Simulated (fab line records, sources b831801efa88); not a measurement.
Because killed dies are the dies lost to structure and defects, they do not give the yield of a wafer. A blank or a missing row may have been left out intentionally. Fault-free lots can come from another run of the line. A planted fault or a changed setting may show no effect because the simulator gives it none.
Which of the tools did it? :: flow sky130 :: 14 lots, 41 wafers sampled, at 2 steps of a route of 708

WHAT THE GAUGES READ, wafer by wafer
SKY_LI_CONTACT_BOW_MEAS_03. Usual: LI_CONTACT_BOW typically reads 55 um, with standard deviation 6.3.
lot: L126
measured: day 28 00:58
on: film metro-02
LI_CONTACT_BOW (um): 59 67 64
flag: 

lot: L127
measured: day 28 07:10
on: film metro-02
LI_CONTACT_BOW (um): 64 64 56
flag: 

lot: L128
measured: day 28 13:59
on: film metro-02
LI_CONTACT_BOW (um): 49 45 50
flag: 

lot: L129
measured: day 28 17:28
on: film metro-04
LI_CONTACT_BOW (um): 51 58 53
flag: 

lot: L130
measured: day 29 17:08
on: film metro-04
LI_CONTACT_BOW (um): 45 53 58
flag: 

lot: L131
measured: day 30 01:16
on: film metro-04
LI_CONTACT_BOW (um): 44 54 60
flag: 

lot: L132
measured: day 30 04:41
on: film metro-04
LI_CONTACT_BOW (um): 55 49 50
flag: 

lot: L133
measured: day 30 16:24
on: film metro-03
LI_CONTACT_BOW (um): 47 58 64
flag: 

lot: L134
measured: day 31 02:17
on: film metro-03
LI_CONTACT_BOW (um): 53 49 44
flag: 

lot: L135
measured: day 31 05:23
on: film metro-03
LI_CONTACT_BOW (um): 53 50 44
flag: 

lot: L136
measured: day 31 11:23
on: film metro-02
LI_CONTACT_BOW (um): 59 64 48
flag: 

lot: L144
measured: day 34 01:13
on: film metro-03
LI_CONTACT_BOW (um): 53 53
flag: 

lot: L146
measured: day 34 13:34
on: film metro-04
LI_CONTACT_BOW (um): 50 58 58
flag: 

lot: L148
measured: day 35 00:34
on: film metro-02
LI_CONTACT_BOW (um): 48 48 52
flag: 

SKY_LI_CONTACT_CD_MEAS_12 targets a cd of 170 nm. Usual: cd nm 169.7 nm, standard deviation 1.4.
lot: L126
measured: day 29 05:56
on: cd sem-02
cd nm (nm): 168.3 169.5 169.0
flag: 

lot: L127
measured: day 29 12:02
on: cd sem-02
cd nm (nm): 169.0 166.0 167.2
flag: 

lot: L128
measured: day 29 17:43
on: cd sem-02
cd nm (nm): 170.4 170.5 171.3
flag: 

lot: L129
measured: day 29 21:52
on: cd sem-02
cd nm (nm): 168.5 170.3 170.1
flag: 

lot: L130
measured: day 30 21:53
on: cd sem-01
cd nm (nm): 171.1 170.0 171.2
flag: 

lot: L131
measured: day 31 04:14
on: cd sem-02
cd nm (nm): 170.2 170.2 170.6
flag: 

lot: L132
measured: day 31 08:23
on: cd sem-02
cd nm (nm): 170.1 170.4 172.0
flag: 

lot: L133
measured: day 31 19:52
on: cd sem-01
cd nm (nm): 166.8 171.1 168.8
flag: 

lot: L134
measured: day 32 06:37
on: cd sem-02
cd nm (nm): 169.7 170.1 169.7
flag: 

lot: L135
measured: day 32 08:31
on: cd sem-02
cd nm (nm): 169.6 170.6 170.8
flag: 

lot: L136
measured: day 32 15:09
on: cd sem-01
cd nm (nm): 171.4 171.4 172.4
flag: 

lot: L144
measured: day 35 03:29
on: cd sem-02
cd nm (nm): 169.4 168.7
flag: 

lot: L146
measured: day 35 15:53
on: cd sem-02
cd nm (nm): 170.5 168.8 169.1
flag: 

lot: L148
measured: day 36 02:17
on: cd sem-02
cd nm (nm): 167.8 168.5 168.7
flag: 

EACH LOT AND THE TOOL THAT RAN IT (in order: tool; ch and the chambers of the sampled wafers; start)
Before these readings, the record contains no process step.

AS READ BY THE TOOLS THEMSELVES (means over the sampled wafers that have a number; for cases with no such wafer, the mark the record gives instead)
The record holds no such reading with a usual standard deviation.

THE ANSWER, worked out from the rows above alone
Rule: lot off if the mean of its wafers having a number is beyond 3 standard deviations from the usual mean. A lot without any number at a reading at which 4 lots or more have one is off too. The other lots that the step has rows for count as sound. After the gauges, taken in route order, come the tools' own readings; for these a lot's mean is taken, as printed above. At the first step where some lot is off, the reading lying furthest off is the one used; lots without a number count as furthest.
Across all readings shown, no lot is off: no conclusion can be drawn from this.

WHAT THE SIMULATOR HAD PUT IN
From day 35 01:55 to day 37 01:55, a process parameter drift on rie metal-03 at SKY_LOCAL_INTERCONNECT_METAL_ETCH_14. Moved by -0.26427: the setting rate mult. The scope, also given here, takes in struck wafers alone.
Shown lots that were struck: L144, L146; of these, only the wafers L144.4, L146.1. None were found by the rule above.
